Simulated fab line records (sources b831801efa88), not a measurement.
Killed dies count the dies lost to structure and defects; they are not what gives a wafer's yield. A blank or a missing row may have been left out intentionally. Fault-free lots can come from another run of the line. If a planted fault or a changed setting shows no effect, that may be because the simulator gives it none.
A lot that was struck, set against a sound lot || flow sfq_line || 28 out of 325 route steps
Sound: these wafers, L610.1, L610.3, L610.5. Struck: wafer L620.1. (L620.5 of the same lot was not struck and is left out.) The cause comes at the end.
Each step with rows lists, per side, the tool, then ch with its chambers, then its first start. Under that, the readings that differ: sound wafers || struck wafers || difference of the means || sigmas: that difference in standard deviations of wafers without a fault.
alike: a reading whose means differ by less than 2 such deviations, as well as words and numbers matching on both sides. not compared: withheld readings; readings where some wafer has no value; bounds like >300 that might hide an equal value; numbers whose values overlap and for which the record gives no deviation.
Wherever a step has rows on one side only, a row that says differs or no value, or a row with sigmas, the two part there. Numbers that have no deviation but don't overlap get no sigmas and don't part them. A reading that every wafer of one side lacks parts them only if that side has two wafers or more.

first, 6 steps without rows for these wafers: SFQ_TRILAYER_M0_LITHO_COAT_026 (resist thk 62 nm); SFQ_TRILAYER_M0_LITHO_COAT_021 (resist thk 600 nm); SFQ_TRILAYER_M0_LITHO_SOFTBAKE_025; SFQ_TRILAYER_M0_LITHO_EXPOSE_022 (exposes mask M0, target cd 500 nm); SFQ_TRILAYER_M0_LITHO_PEB_024 (peb time 60 s); SFQ_TRILAYER_M0_LITHO_DEVELOP_023 (time 60 s).
SFQ_M0_OVL_MEAS_906:
  sound on overlay-02 at day 11 07:17; struck on overlay-02 at day 15 00:26
  alike: M0_OVL
SFQ_TRILAYER_M0_BARC_OPEN_METAL_ETCH_031: etches BARC in O2, target depth 125 nm, time 41.7 s.
  sound on rie_metal-03 ch 0,1, day 11 07:20; struck on rie_metal-03 ch 1, day 15 00:29
  alike: drypump_motor_current_A, oes_product_au
  not compared: rf_hours_counter_h
SFQ_TRILAYER_M0_ETCH_METAL_ETCH_024: etches Nb in Cl2/Ar, stops on SiO2, target depth 240 nm, time 120 s.
  sound on rie_metal-03 ch 0,1, day 11 07:23; struck on rie_metal-03 ch 1, day 15 00:32
  alike: drypump_motor_current_A, oes_product_au
  not compared: rf_hours_counter_h
SFQ_TRILAYER_M0_STRIP_STRIP_025: strips in O2.
  sound on rie_metal-03 ch 0,1, day 11 07:31; struck on rie_metal-03 ch 1, day 15 00:40
  alike: drypump_motor_current_A, oes_product_au
  not compared: rf_hours_counter_h
then, 1 step without rows for these wafers: SFQ_TRILAYER_M0_STRIP_SOLV_CLEAN_026 (cleans in NMP, time 600 s).
SFQ_TRILAYER_I0_DEP_PECVD_027: deposits SiO2 from SiH4/N2O, time 111.11 s, target thk 500 nm.
  sound on pecvd-01 ch 1,2, day 11 08:17; struck on pecvd-02 ch 1, day 15 01:26
{"reading": "throttle_valve_pct (%)", "sound": "30.2 23.7 30.2", "struck": 22.1, "difference": -5.9, "sigmas": -3}
  alike: heater_power_w
SFQ_TRILAYER_I0_CMP_CMP_028: polishes SiO2.
  sound on cmp-02 ch 0,1,2, day 11 08:22; struck on cmp-02 ch 1, day 15 02:01
{"reading": "model.SiO2_of_TRILAYER_I0_DEP_PECVD_027.thk_nm (nm)", "sound": "199.9 201.4 199.5", "struck": 185.5, "difference": -14.8, "sigmas": ""}
  alike: motor_current_A, slurry_filter_dp_kPa, time_to_endpoint_s
SFQ_I0_BOW_MEAS_907:
  sound on film_metro-04 at day 11 11:22; struck on film_metro-01 at day 15 06:40
  not compared: I0_BOW
SFQ_TRILAYER_I0_METRO_MEASURE_029:
  sound on film_metro-04 at day 11 11:29; struck on film_metro-01 at day 15 12:19
{"reading": "thk_nm (nm)", "sound": "200.0 201.4 199.3", "struck": 185.5, "difference": -14.7, "sigmas": -12}
then, 6 steps without rows for these wafers: SFQ_TRILAYER_I0_VIA_LITHO_COAT_036 (resist thk 62 nm); SFQ_TRILAYER_I0_VIA_LITHO_COAT_031 (resist thk 650 nm); SFQ_TRILAYER_I0_VIA_LITHO_SOFTBAKE_035; SFQ_TRILAYER_I0_VIA_LITHO_EXPOSE_032 (exposes mask I0, target cd 500 nm); SFQ_TRILAYER_I0_VIA_LITHO_PEB_034 (peb time 60 s); SFQ_TRILAYER_I0_VIA_LITHO_DEVELOP_033 (time 60 s).
-- the record jumps here: 6 days lie between the struck wafers' starts before and after --
SFQ_I0_OVL_MEAS_908:
  sound on overlay-01 at day 16 20:01; struck on overlay-02 at day 21 06:11
  alike: I0_OVL
then, 1 step without rows for these wafers: SFQ_TRILAYER_I0_VIA_BARC_OPEN_VIA_ETCH_046 (etches BARC in O2, target depth 125 nm, time 41.7 s).
SFQ_TRILAYER_I0_VIA_ETCH_VIA_ETCH_034: etches SiO2 in CHF3, stops on Nb, target depth 260 nm.
  sound on rie_diel-02 ch 0,1,2, day 16 20:05; struck on rie_diel-04 ch 2, day 21 06:16
{"reading": "oes_product_au (a.u.)", "sound": "0.856 0.855 0.856", "struck": 0.829, "difference": -0.027, "sigmas": -5}
{"reading": "model.I0.feature_depth_nm (nm)", "sound": "199.9 201.4 199.5", "struck": 185.5, "difference": -14.8, "sigmas": ""}
{"reading": "model.etch.depth_nm (nm)", "sound": "199.9 201.4 199.5", "struck": 185.5, "difference": -14.8, "sigmas": ""}
  alike: drypump_motor_current_A
SFQ_TRILAYER_I0_VIA_STRIP_STRIP_035: strips in O2.
  sound on rie_metal-02 ch 0, day 16 20:13; struck on rie_metal-04 ch 1, day 21 06:23
  alike: drypump_motor_current_A, oes_product_au
  not compared: rf_hours_counter_h
then, 1 step without rows for these wafers: SFQ_TRILAYER_I0_VIA_STRIP_SOLV_CLEAN_036 (cleans in NMP, time 600 s).
SFQ_TRILAYER_M1_DEP_PRE_CLEAN_038: time 22.5 s.
  sound on pvd_sputter-03 at day 16 20:59; struck on pvd_sputter-04 at day 21 07:09
{"reading": "model.SiO2_of_TRILAYER_I0_DEP_PECVD_027.thk_nm (nm)", "sound": "192.4 193.9 192", "struck": 178, "difference": -15, "sigmas": ""}
then, 1 step without rows for these wafers: SFQ_TRILAYER_M1_DEP_SPUTTER_037 (material Nb, target thk 200 nm, time 133.3 s).

WHERE THEY PART
Last at SFQ_TRILAYER_I0_VIA_ETCH_VIA_ETCH_034 as far as this record goes, first at SFQ_TRILAYER_I0_DEP_PECVD_027. Later steps at which nothing parts them and some readings are alike: SFQ_TRILAYER_I0_VIA_STRIP_STRIP_035.

WHY: the cause the simulator had injected
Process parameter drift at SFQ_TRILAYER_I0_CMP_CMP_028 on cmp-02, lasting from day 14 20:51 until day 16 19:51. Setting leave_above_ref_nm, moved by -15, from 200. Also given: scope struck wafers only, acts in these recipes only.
